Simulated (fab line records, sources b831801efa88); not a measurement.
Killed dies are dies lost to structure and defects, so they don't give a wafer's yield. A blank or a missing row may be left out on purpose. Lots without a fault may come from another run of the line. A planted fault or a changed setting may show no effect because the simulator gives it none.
One fault seen from 2 desks | flow gf180mcu | each desk has only its own numbers; what lay behind them comes last

THE TOOL OWNER'S DESK: wet_bench-03
The tool's own readings at GF_STI_WET_ETCH_26 (etches SiO2 in dHF, target depth 94 nm, time 188 s): means of the sampled wafers that have a number, for each lot that ran on this tool. A lot is out of limits, marked OUT, if its mean lies more than 4 standard deviations from the usual mean; the brackets give that distance.
Columns: A = run_length_s at GF_STI_WET_ETCH_26, usual 218 s
lot  | first seen here | A
L910 | day 3 12:47     | 221
L915 | day 4 12:10     | 222
L916 | day 4 17:16     | 222
L917 | day 5 00:44     | 222
L918 | day 5 04:11     | 221
L922 | day 6 01:05     | 65 (-41) OUT
L923 | day 6 05:48     | 66 (-41) OUT
This desk's finding: out of limits on L922, L923; first on L922, day 6 01:05 (run_length_s at GF_STI_WET_ETCH_26). In limits: L910, L915, L916, L917, L918.

THE METROLOGY DESK
What the gauges read, lot by lot, whatever tool the lot ran on: means of the sampled wafers that have a number. A lot is out of limits, marked OUT, if its mean lies more than 4 standard deviations from the usual mean; the brackets give that distance.
Columns: A = STI_OXIDATION_THK at GF_STI_THK_MEAS_02, usual 10.02 nm; B = PSD_RS at GF_PSD_RS_MEAS_15, usual 108.76 ohm/sq
lot  | first seen here | A     | B
L904 | day 1 14:05     | 10.12 | 108.80
L906 | day 1 21:35     | 10.11 | 108.76
L909 | day 2 16:56     | 10.18 | 109.02
L910 | day 2 19:57     | 10.09 | 108.85
L912 | day 3 03:31     | 9.99  | 109.00
L913 | day 3 09:07     | 9.81  | 108.69
L915 | day 3 18:34     | 9.83  | 108.44
L916 | day 3 23:32     | 9.79  | 109.11
L917 | day 4 06:30     | 10.30 | 108.47
L918 | day 4 09:31     | 9.85  | 109.30
L922 | day 5 05:31     | 9.87  | 109.22
L923 | day 5 10:31     | 9.96  | 108.13
L926 | day 6 01:38     | 9.73  | 108.96
L927 | day 6 06:31     | 9.82  | 108.69
This desk's finding: nothing out of limits on any of the 14 lots.

PUT TOGETHER
The tool owner's desk could have raised an alarm at day 6 01:05, on L922, L923.
The metrology desk saw nothing out of limits.
The metrology desk has L922, L923 on record, within its limits.
Of the lots named, all ran GF_STI_WET_ETCH_26 on wet_bench-03.

WHAT THE SIMULATOR HAD PUT IN
Process parameter drift: wet_bench-03, from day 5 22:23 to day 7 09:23, at GF_STI_WET_ETCH_26. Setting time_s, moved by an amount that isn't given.
Lots struck among those shown: L922, L923.
Hours from the fault's start to each desk's first reading out of limits: the tool owner's desk, 3.
